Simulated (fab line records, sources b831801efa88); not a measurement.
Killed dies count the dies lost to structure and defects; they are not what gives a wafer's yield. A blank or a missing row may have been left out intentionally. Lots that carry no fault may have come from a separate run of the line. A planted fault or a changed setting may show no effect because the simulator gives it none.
One fault through the eyes of 2 desks || flow sky130 || every desk sees just its own numbers, and what lay behind them comes last

## FOR THE TOOL OWNER'S DESK: litho-track-02
The tool's own readings at SKY_PWDE_DEVELOP_06 (develop time 60 s): means of the sampled wafers that have a number, for each lot that ran on this tool. Marked OUT: a lot whose mean sits more than 4 standard deviations from the usual mean, which makes it out of limits; the brackets give that distance.
Columns: A = chill-plate-temp-C at SKY_PWDE_DEVELOP_06, usual 23.02 C
{"lot": "L564", "first seen here": "day 4 06:00", "A": 22.97}
{"lot": "L578", "first seen here": "day 7 04:00", "A": 23.07}
{"lot": "L580", "first seen here": "day 12 03:00", "A": 23.01}
{"lot": "L581", "first seen here": "day 12 04:00", "A": 23.16}
{"lot": "L583", "first seen here": "day 12 06:00", "A": 23.05}
{"lot": "L584", "first seen here": "day 12 07:00", "A": 23.07}
{"lot": "L585", "first seen here": "day 12 07:00", "A": 23.08}
Result from this desk: across the 7 lots, nothing is out of limits.

## FROM THE METROLOGY DESK
What the gauges read, lot by lot, whatever tool the lot ran on: means of the sampled wafers that have a number. Marked OUT: a lot whose mean sits more than 4 standard deviations from the usual mean, which makes it out of limits; the brackets give that distance.
Columns: A = FIELD_ISO_CVD_03_THK at SKY_FIELD_ISO_THK_MEAS_04, usual 164.6 nm; B = NWELL_OXIDATION_THK at SKY_NWELL_THK_MEAS_02, usual 9.97 nm
{"lot": "L562", "first seen here": "day 1 14:08", "A": 165.5, "B": 9.95}
{"lot": "L564", "first seen here": "day 1 23:57", "A": 162.8, "B": 9.82}
{"lot": "L568", "first seen here": "day 2 20:48", "A": 162.3, "B": 9.85}
{"lot": "L569", "first seen here": "day 3 01:26", "A": 164.9, "B": 9.89}
{"lot": "L575", "first seen here": "day 4 07:37", "A": 165.2, "B": 9.63}
{"lot": "L577", "first seen here": "day 4 16:55", "A": 164.8, "B": 10.14}
{"lot": "L578", "first seen here": "day 4 21:29", "A": 163.2, "B": 10.21}
{"lot": "L579", "first seen here": "day 5 02:29", "A": 165.0, "B": 10.05}
{"lot": "L580", "first seen here": "day 8 19:36", "A": 162.6, "B": 9.98}
{"lot": "L581", "first seen here": "day 8 19:36", "A": 166.8, "B": 9.68}
{"lot": "L582", "first seen here": "day 8 19:36", "A": 164.0, "B": 9.81}
{"lot": "L583", "first seen here": "day 8 19:40", "A": 166.9, "B": 10.15}
{"lot": "L584", "first seen here": "day 8 19:40", "A": 166.2, "B": 9.73}
{"lot": "L585", "first seen here": "day 8 19:40", "A": 165.4, "B": 9.90}
Result from this desk: across the 14 lots, nothing is out of limits.

## TAKEN TOGETHER
The tool owner's desk saw nothing out of limits.
Nothing out of limits was seen by the metrology desk.

## WHAT THE SIMULATOR HAD INSERTED
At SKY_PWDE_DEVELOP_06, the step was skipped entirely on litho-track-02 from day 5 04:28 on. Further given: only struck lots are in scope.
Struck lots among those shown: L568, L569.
